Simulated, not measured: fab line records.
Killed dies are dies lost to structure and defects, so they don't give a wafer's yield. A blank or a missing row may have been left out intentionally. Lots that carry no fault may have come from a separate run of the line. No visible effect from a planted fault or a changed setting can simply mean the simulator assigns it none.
The tool behind it: which one? / flow sky130 / 14 lots, 42 wafers sampled, at 3 steps of a route of 708

WHAT THE GAUGES SHOWED, per wafer
SKY_NWELL_RS_MEAS_29: measurement is done with a four-point probe. Usual: NWELL_RS gives 624.7 ohm/sq (standard deviation 1.4).
lot=L826; measured=day 6 01:54; on=film_metro-01; NWELL_RS (ohm/sq)=624.7 622.6 622.9; flag=
lot=L828; measured=day 6 07:15; on=film_metro-02; NWELL_RS (ohm/sq)=624.6 625.6 623.9; flag=
lot=L830; measured=day 6 21:10; on=film_metro-03; NWELL_RS (ohm/sq)=622.7 623.9 624.8; flag=
lot=L832; measured=day 7 05:24; on=film_metro-03; NWELL_RS (ohm/sq)=625.2 625.0 624.1; flag=
lot=L831; measured=day 7 06:11; on=film_metro-03; NWELL_RS (ohm/sq)=623.5 624.3 623.7; flag=
lot=L833; measured=day 7 08:19; on=film_metro-03; NWELL_RS (ohm/sq)=625.5 623.9 625.4; flag=
lot=L834; measured=day 7 14:47; on=film_metro-01; NWELL_RS (ohm/sq)=625.5 623.8 627.0; flag=
lot=L837; measured=day 8 09:17; on=film_metro-01; NWELL_RS (ohm/sq)=622.4 626.8 626.3; flag=
lot=L838; measured=day 8 12:28; on=film_metro-02; NWELL_RS (ohm/sq)=623.0 623.3 623.5; flag=
lot=L839; measured=day 8 19:25; on=film_metro-03; NWELL_RS (ohm/sq)=624.3 625.2 624.5; flag=
lot=L841; measured=day 9 07:54; on=film_metro-03; NWELL_RS (ohm/sq)=623.3 623.9 624.0; flag=
lot=L842; measured=day 9 13:17; on=film_metro-03; NWELL_RS (ohm/sq)=625.7 626.4 626.9; flag=
lot=L847; measured=day 10 21:57; on=film_metro-02; NWELL_RS (ohm/sq)=626.6 624.2 625.9; flag=
lot=L848; measured=day 11 04:08; on=film_metro-03; NWELL_RS (ohm/sq)=622.8 624.9 621.9; flag=

SKY_VT_ADJUST_HVTP_CD_MEAS_07 targets a cd of 380 nm. Usual: cd_nm reads 379.2 nm (standard deviation 2.7).
lot=L826; measured=day 6 21:13; on=cd_sem-02; cd_nm (nm)=376.9 375.8 378.0; flag=
lot=L828; measured=day 7 02:48; on=cd_sem-01; cd_nm (nm)=377.5 377.9 380.3; flag=
lot=L830; measured=day 7 16:58; on=cd_sem-01; cd_nm (nm)=375.7 377.2 373.3; flag=
lot=L832; measured=day 8 01:29; on=cd_sem-02; cd_nm (nm)=380.7 382.9 381.9; flag=
lot=L831; measured=day 8 02:24; on=cd_sem-02; cd_nm (nm)=378.2 379.4 378.5; flag=
lot=L833; measured=day 8 04:17; on=cd_sem-02; cd_nm (nm)=380.1 378.9 380.9; flag=
lot=L834; measured=day 8 10:35; on=cd_sem-01; cd_nm (nm)=370.2 373.2 374.0; flag=
lot=L837; measured=day 9 05:42; on=cd_sem-01; cd_nm (nm)=376.3 379.7 376.5; flag=
lot=L838; measured=day 9 09:20; on=cd_sem-02; cd_nm (nm)=380.7 382.7 379.9; flag=
lot=L839; measured=day 9 16:11; on=cd_sem-02; cd_nm (nm)=380.6 384.5 381.6; flag=
lot=L841; measured=day 10 04:52; on=cd_sem-01; cd_nm (nm)=380.5 380.4 382.5; flag=
lot=L842; measured=day 10 10:09; on=cd_sem-01; cd_nm (nm)=384.5 379.3 381.3; flag=
lot=L847; measured=day 11 20:24; on=cd_sem-01; cd_nm (nm)=376.3 375.6 378.4; flag=
lot=L848; measured=day 12 03:02; on=cd_sem-01; cd_nm (nm)=376.9 377.1 378.8; flag=

SKY_VT_ADJUST_LVTN_TW_MEAS_21. Usual: VT_ADJUST_LVTN_2_TW gives 187.3 (standard deviation 0.87).
lot=L826; measured=day 8 14:18; on=film_metro-02; VT_ADJUST_LVTN_2_TW=188.5 187.6 188.1; flag=
lot=L828; measured=day 8 20:08; on=film_metro-02; VT_ADJUST_LVTN_2_TW=188.6 187.3 187.0; flag=
lot=L830; measured=day 9 10:43; on=film_metro-04; VT_ADJUST_LVTN_2_TW=188.0 186.7 186.8; flag=
lot=L832; measured=day 9 19:43; on=film_metro-03; VT_ADJUST_LVTN_2_TW=187.6 187.2 186.3; flag=
lot=L831; measured=day 9 20:01; on=film_metro-04; VT_ADJUST_LVTN_2_TW=186.9 186.8 187.1; flag=
lot=L833; measured=day 9 21:25; on=film_metro-03; VT_ADJUST_LVTN_2_TW=187.5 187.5 187.2; flag=
lot=L834; measured=day 10 04:51; on=film_metro-04; VT_ADJUST_LVTN_2_TW=188.1 186.8 187.5; flag=
lot=L837; measured=day 11 02:40; on=film_metro-02; VT_ADJUST_LVTN_2_TW=187.5 187.9 188.3; flag=
lot=L838; measured=day 11 06:10; on=film_metro-02; VT_ADJUST_LVTN_2_TW=187.1 187.3 187.4; flag=
lot=L839; measured=day 11 13:43; on=film_metro-03; VT_ADJUST_LVTN_2_TW=187.2 187.8 187.6; flag=
lot=L841; measured=day 12 03:26; on=film_metro-04; VT_ADJUST_LVTN_2_TW=186.1 186.3 185.5; flag=
lot=L842; measured=day 12 08:07; on=film_metro-02; VT_ADJUST_LVTN_2_TW=185.9 187.4 187.2; flag=
lot=L847; measured=day 13 22:35; on=film_metro-03; VT_ADJUST_LVTN_2_TW=186.2 187.4 186.2; flag=
lot=L848; measured=day 14 05:07; on=film_metro-02; VT_ADJUST_LVTN_2_TW=187.0 185.9 186.7; flag=

TOOL THAT RAN EACH LOT (tool first, then ch and the chambers of the sampled wafers, then the start)
The record shows no process step preceding these readings.

AS READ BY THE TOOLS THEMSELVES (means over the sampled wafers that have a number; for cases with no such wafer, the mark the record gives instead)
The record holds no such reading with a usual standard deviation.

THE ANSWER, worked out from the rows above alone
Rule: a lot counts as off when the mean over its wafers that have a number is more than 3 standard deviations away from the usual mean. A lot without any number at a reading at which 4 lots or more have one is off too. The other lots that the step has rows for count as sound. After the gauges, taken in route order, come the tools' own readings; for these a lot's mean is taken, as printed above. The first step at which some lot is off is used, and at that step the reading that is off furthest; a lot without a number counts as furthest.
None of the lots is off at any reading shown; this tells nothing.

WHAT THE SIMULATOR HAD PUT IN
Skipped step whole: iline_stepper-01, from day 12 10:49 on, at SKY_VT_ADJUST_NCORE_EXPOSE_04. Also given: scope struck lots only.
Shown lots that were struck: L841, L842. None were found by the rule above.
